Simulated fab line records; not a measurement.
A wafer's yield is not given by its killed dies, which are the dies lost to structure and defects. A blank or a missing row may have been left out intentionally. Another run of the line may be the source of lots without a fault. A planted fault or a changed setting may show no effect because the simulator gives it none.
What tool caused it? | flow gf180mcu | 14 lots, 42 wafers sampled, at 1 step of a route of 602

== WHAT EACH GAUGE READ, for each wafer ==
GF_V5_THK_MEAS_03. Usual: for V5_CVD_02_THK the level is 1456 nm and the standard deviation is 18.
lot  | measured     | on            | V5_CVD_02_THK (nm) | flag
L831 | day 26 06:44 | film-metro-01 | 1440 1472 1452     |
L832 | day 26 15:26 | film-metro-02 | 1447 1459 1473     |
L834 | day 27 13:04 | film-metro-01 | 1462 1489 1470     |
L837 | day 28 20:34 | film-metro-03 | 1453 1477 1487     |
L840 | day 30 02:12 | film-metro-01 | 1422 1417 1469     |
L841 | day 30 10:31 | film-metro-03 | 1438 1457 1470     |
L843 | day 30 12:11 | film-metro-03 | 1437 1426 1437     |
L846 | day 31 16:03 | film-metro-03 | 1423 1438 1469     |
L848 | day 31 17:05 | film-metro-03 | 1433 1430 1456     |
L850 | day 31 23:16 | film-metro-03 | 1455 1439 1472     |
L849 | day 32 03:23 | film-metro-03 | 1450 1444 1480     |
L851 | day 32 10:07 | film-metro-01 | 1420 1453 1478     |
L852 | day 32 15:01 | film-metro-01 | 1450 1466 1460     |
L853 | day 32 21:18 | film-metro-02 | 1416 1433 1470     |

== EACH LOT AND THE TOOL THAT RAN IT (in order: tool; ch and the chambers of the sampled wafers; start) ==
No process step before these readings appears in the record.

== AS READ BY THE TOOLS THEMSELVES (means over the sampled wafers that have a number; for cases with no such wafer, the mark the record gives instead) ==
The record holds no such reading with a usual standard deviation.

== THE ANSWER, worked out from the rows above alone ==
Rule: a lot is off if the mean of its wafers that have a number lies more than 3 standard deviations from the usual mean. Also off: a lot with no number at a reading for which 4 or more lots have one. Any other lot the step has rows for is counted as sound. First the gauges in route order, then the tools' own readings, where a lot's mean is used as printed above. The first step at which some lot is off is used, and at that step the reading that is off furthest; a lot without a number counts as furthest.
None of the lots is off at any reading shown; this tells nothing.

== WHAT THE SIMULATOR HAD INSERTED ==
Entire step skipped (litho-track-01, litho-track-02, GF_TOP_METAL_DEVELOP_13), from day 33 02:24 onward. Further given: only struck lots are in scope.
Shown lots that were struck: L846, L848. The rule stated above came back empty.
